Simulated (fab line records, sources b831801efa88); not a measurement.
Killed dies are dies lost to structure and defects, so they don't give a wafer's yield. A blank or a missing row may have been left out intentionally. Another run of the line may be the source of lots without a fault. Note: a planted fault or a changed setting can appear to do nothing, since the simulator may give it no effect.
2 desks, one fault / flow sky130 / numbers are kept per desk, each desk with only its own; the story behind them comes last

== THE TOOL OWNER'S DESK: rie_metal-02 ==
The tool's own readings at SKY_METAL2_METAL_ETCH_19 (etches the open film in Cl2/BCl3, stops on SiO2, target depth 360 nm, time 78 s): means of the sampled wafers that have a number, for each lot that ran on this tool. Marked OUT: a lot whose mean sits more than 4 standard deviations from the usual mean, which makes it out of limits; the brackets give that distance.
Columns: A = bias_w at SKY_METAL2_METAL_ETCH_19, usual 48.48 W; B = drypump_motor_current_A at SKY_METAL2_METAL_ETCH_19, usual 5.8 A; C = oes_product_au at SKY_METAL2_METAL_ETCH_19, usual 0.854 a.u.; D = throttle_valve_pct at SKY_METAL2_METAL_ETCH_19, usual 22.263 %
lot=L276; first seen here=day 37 00:55; A=48.43; B=6.2; C=0.853; D=22.268
lot=L278; first seen here=day 37 16:20; A=46.72 (-12) OUT; B=6.3; C=0.853; D=22.265
This desk's verdict: out of limits on L278, starting with L278 at day 37 16:20 (bias_w at SKY_METAL2_METAL_ETCH_19). In limits: L276.

== AT THE METROLOGY DESK ==
Lot by lot, what the gauges showed, no matter which tool ran the lot: averages of those sampled wafers that carry a number. Marked OUT: a lot whose mean sits more than 4 standard deviations from the usual mean, which makes it out of limits; the brackets give that distance.
Columns: A = cd_nm at SKY_METAL2_CD_MEAS_15, usual 140.1 nm; B = METAL2_OVL at SKY_METAL2_OVL_MEAS_16, usual -1 nm
lot=L275; first seen here=day 36 17:55; A=139.6; B=-7
lot=L276; first seen here=day 37 00:40; A=139.3; B=0
lot=L278; first seen here=day 37 16:05; A=141.3; B=1
lot=L291; first seen here=day 41 14:27; A=142.2; B=-2
lot=L292; first seen here=day 41 17:55; A=139.3; B=-9
This desk found nothing out of limits on any of the 5 lots.

== BROUGHT TOGETHER ==
At day 37 16:20, on L278, the tool owner's desk was in a position to raise an alarm.
From the metrology desk's view, nothing was out of limits.
The metrology desk has L278 on record, within its limits.
Every lot named ran SKY_METAL2_METAL_ETCH_19 on rie_metal-02.

== WHAT HAD BEEN PUT IN BY THE SIMULATOR ==
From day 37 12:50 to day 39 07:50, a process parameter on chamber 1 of rie_metal-02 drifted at SKY_METAL2_METAL_ETCH_19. The setting bias_w was moved by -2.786, starting from 48.5. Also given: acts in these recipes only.
Shown lots that were struck: L278.
Each desk's first reading out of limits, in hours after the fault started: the tool owner's desk, 4.
